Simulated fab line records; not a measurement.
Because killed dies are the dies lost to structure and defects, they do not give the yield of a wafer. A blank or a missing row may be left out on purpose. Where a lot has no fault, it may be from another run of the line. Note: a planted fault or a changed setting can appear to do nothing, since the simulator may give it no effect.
Which of the tools did it? | flow sky130 | Sampling: 13 lots, 39 wafers, 3 of 708 route steps

## WHAT EACH GAUGE READ, for each wafer
SKY_PWDE_OVL_MEAS_07.
lot  | measured    | on         | PWDE_OVL (nm)
L186 | day 3 19:13 | overlay-01 | -0.4 -2.5 -2.4
L187 | day 4 00:58 | overlay-01 | -1.6 -1.5 -1.0
L188 | day 4 06:43 | overlay-02 | 0.6 0.9 0.9
L189 | day 4 10:20 | overlay-02 | -0.3 0.3 1.0
L190 | day 4 16:46 | overlay-02 | -1.5 -0.6 1.3
L191 | day 5 03:16 | overlay-01 | -1.1 1.4 0.5
L196 | day 6 12:04 | overlay-01 | -0.3 0.3 0.4
L197 | day 6 14:04 | overlay-02 | 1.4 1.0 0.8
L200 | day 7 05:58 | overlay-02 | -1.4 0.4 -1.0
L202 | day 7 15:38 | overlay-02 | 2.0 -1.0 0.8
L207 | day 8 18:41 | overlay-01 | -0.5 1.3 -0.1
L208 | day 9 00:16 | overlay-01 | -1.9 -0.5 -1.1
L209 | day 9 06:34 | overlay-02 | -0.9 -1.1 -1.9

SKY_NWELL_OVL_MEAS_10.
lot  | measured     | on         | NWELL_00_OVL (nm)
L186 | day 4 12:23  | overlay-01 | -1.1 -0.3 -1.4
L187 | day 4 17:07  | overlay-02 | 0.1 1.5 1.8
L188 | day 4 23:49  | overlay-02 | 0.1 0.4 0.6
L189 | day 5 03:20  | overlay-02 | -1.3 -2.4 -0.6
L190 | day 5 09:53  | overlay-02 | 1.4 2.9 -0.5
L191 | day 5 21:20  | overlay-02 | 1.2 0.2 -0.4
L196 | day 7 07:41  | overlay-02 | -1.0 0.5 1.0
L197 | day 7 09:18  | overlay-02 | 0.6 -0.2 1.4
L200 | day 8 01:34  | overlay-02 | -1.7 0.3 -0.9
L202 | day 8 11:52  | overlay-02 | 1.2 -0.4 0.3
L207 | day 9 16:52  | overlay-02 | -2.3 -1.7 -0.2
L208 | day 9 21:20  | overlay-02 | 0.0 2.3 2.5
L209 | day 10 05:04 | overlay-02 | -2.2 -2.5 -1.3

SKY_VT_ADJUST_HVTP_CD_MEAS_07 targets a cd of 380 nm.
lot  | measured     | on        | cd nm (nm)
L186 | day 6 01:01  | cd sem-01 | 379.8 383.3 381.6
L187 | day 6 04:55  | cd sem-01 | 378.8 379.9 379.7
L188 | day 6 12:25  | cd sem-02 | 378.8 376.3 377.5
L189 | day 6 16:44  | cd sem-01 | 378.5 380.2 380.4
L190 | day 6 23:32  | cd sem-01 | 382.4 382.1 382.2
L191 | day 7 11:41  | cd sem-02 | 377.6 376.6 378.0
L196 | day 9 02:05  | cd sem-01 | 377.5 377.1 375.2
L197 | day 9 04:04  | cd sem-01 | 381.7 380.1 380.2
L200 | day 9 19:34  | cd sem-01 | 382.0 378.7 379.1
L202 | day 10 07:34 | cd sem-01 | 384.7 381.1 381.6
L207 | day 11 15:01 | cd sem-01 | 378.7 375.1 377.9
L208 | day 11 19:29 | cd sem-01 | 379.4 378.9 380.0
L209 | day 12 05:13 | cd sem-01 | 378.7 378.1 378.6

## WHAT TOOL EACH LOT RAN ON (gives the tool, then ch and the chambers of the sampled wafers, and finally the start)
Record: no process step prior to these readings.

## AS READ BY THE TOOLS THEMSELVES (means over the sampled wafers that have a number; for cases with no such wafer, the mark the record gives instead)
The record holds no such reading with a usual standard deviation.

## THE ANSWER, worked out from the rows above alone
Rule: what is usual is taken from the lots themselves. Put in order of their means at a reading, lots are off if they are a third of the lots or fewer, leave a main group of 4 or more, and stand apart from it by a gap of 3 or more times the standard deviation of the main group's means; of several such gaps the widest counts. The tables above print the reading to a certain number of digits; a main group whose means all agree to those digits is not used. A lot without any number at a reading at which 4 lots or more have one is off too. All remaining lots with rows at the step are treated as sound. The gauges are gone through in route order, then the tools' own readings, and for those a lot's mean is taken as printed above. At the first step where some lot is off, the reading lying furthest off is the one used; lots without a number count as furthest.
No lot is off on any of the readings shown, so nothing can be concluded from this.

## WHAT THE SIMULATOR HAD PUT IN
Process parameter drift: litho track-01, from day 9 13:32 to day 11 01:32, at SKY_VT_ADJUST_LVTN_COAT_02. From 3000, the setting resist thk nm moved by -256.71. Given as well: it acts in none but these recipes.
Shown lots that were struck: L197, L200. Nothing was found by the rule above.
